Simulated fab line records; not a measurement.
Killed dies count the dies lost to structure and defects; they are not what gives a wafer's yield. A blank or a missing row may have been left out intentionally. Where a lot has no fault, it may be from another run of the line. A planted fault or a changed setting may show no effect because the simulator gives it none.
Code-filled problem report in 8D (eight disciplines) form || flow gf180mcu || the parts of the form that need people (team, actions taken, sign-off) are left out

1. WHAT IS WRONG
biasW at GF_POLY_GATE_ETCH_13 reads a mean of 97.7 W on 1 wafer of 1 lot; wafers without a fault read 100.1 W with a standard deviation of 0.33. That puts it -7.3 standard deviations away from the usual mean.
The step: etches poly-Si in HBr/Cl2, stops on SiO2, target depth 198.5 nm, time 69.6 s.
First observed at day 12 09:19: wafer L319.5, on rieSi-01. At this step, 39 wafers from 13 lots have a number in the record. The rule behind "out" and "out of limits": a value lying over 4 standard deviations away from the usual mean. The other wafers with a number count as sound.

2. WHAT IT IS AND WHAT IT IS NOT
{"question": "which readings at this step", "is": "biasW", "is not": "drypumpMotorCurrentA, oesProductAu, throttleValvePct"}
{"question": "which lots", "is": "L319", "is not": "L308, L309, L310, L311, L315, L316, L317, L320, L325, L329, L330, L331"}
{"question": "which wafers of those lots", "is": "L319.5", "is not": "L319.1, L319.3"}
{"question": "read on which tools", "is": "rieSi-01", "is not": "rieSi-02"}
{"question": "when", "is": "from day 12 09:19", "is not": "up to then (23 sound wafers); but 15 sound wafers of L320, L325, L329, L330, L331 came after"}

3. THE SUSPECTS, EACH WITH WHAT RULES IT OUT
Counting: if a tool at a process step up to the reading ran every lot that is out, it stays a suspect. Sound lots after the first of them don't rule it out here, since some wafers of a struck lot are sound.
- plasmaAsher-02 at GF_DUAL_GATE_STRIP_13 (strips in O2/N2): kept. It ran the lot that is out, L319 (day 11 09:00); its last sound lot up to then is L316 (day 10 15:34).
- rieSi-01 at GF_POLY_GATE_ETCH_13 (etches poly-Si in HBr/Cl2, stops on SiO2, target depth 198.5 nm, time 69.6 s): kept. It ran the lot that is out, L319 (day 12 09:19); its last sound lot up to then is L317 (day 11 19:00). Its own readings are out on those wafers: biasW.
- Within rieSi-01 at GF_POLY_GATE_ETCH_13: the wafers that are out ran in chamber 2; their sound lot-mates ran in chambers 0, 1.
After counting, plasmaAsher-02 at GF_DUAL_GATE_STRIP_13 and rieSi-01 at GF_POLY_GATE_ETCH_13 remain.

4. THE CAUSE (what the simulator had put in)
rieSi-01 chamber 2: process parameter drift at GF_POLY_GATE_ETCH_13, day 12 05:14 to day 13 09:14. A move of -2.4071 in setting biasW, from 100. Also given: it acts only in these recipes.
After counting, 2 suspects remain, this tool included.

5. THE EFFECT CHAIN, in route order
Each row: a reading whose mean over the struck wafers that have a number lies more than 3 standard deviations from the usual. Readings are gone through only where the record gives a usual standard deviation; hours: the median, over the lots, of the time from a lot's start at the first step in this table giving one to that lot's start at this step; sigmas: the change measured in usual standard deviations.
{"hours": 0, "step": "GF_POLY_GATE_ETCH_13", "reading": "biasW", "usual": "100.1 W", "on struck wafers": 97.7, "change": -2.4, "sigmas": -7.3}
Here are the process steps it includes:
- GF_POLY_GATE_ETCH_13: etches poly-Si in HBr/Cl2, stops on SiO2, target depth 198.5 nm, time 69.6 s.
At these later measuring or inspecting steps, every struck wafer for which the step has a row has a number for every such reading, and none has moved that far: GF_POLY_GATE_CD_MEAS_18, GF_HV_LDD_CD_MEAS_07.

6. WHAT WOULD HAVE CAUGHT IT SOONER
In this record the first reading out of limits was taken at day 12 09:19, 4 hours after the fault began at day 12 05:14.
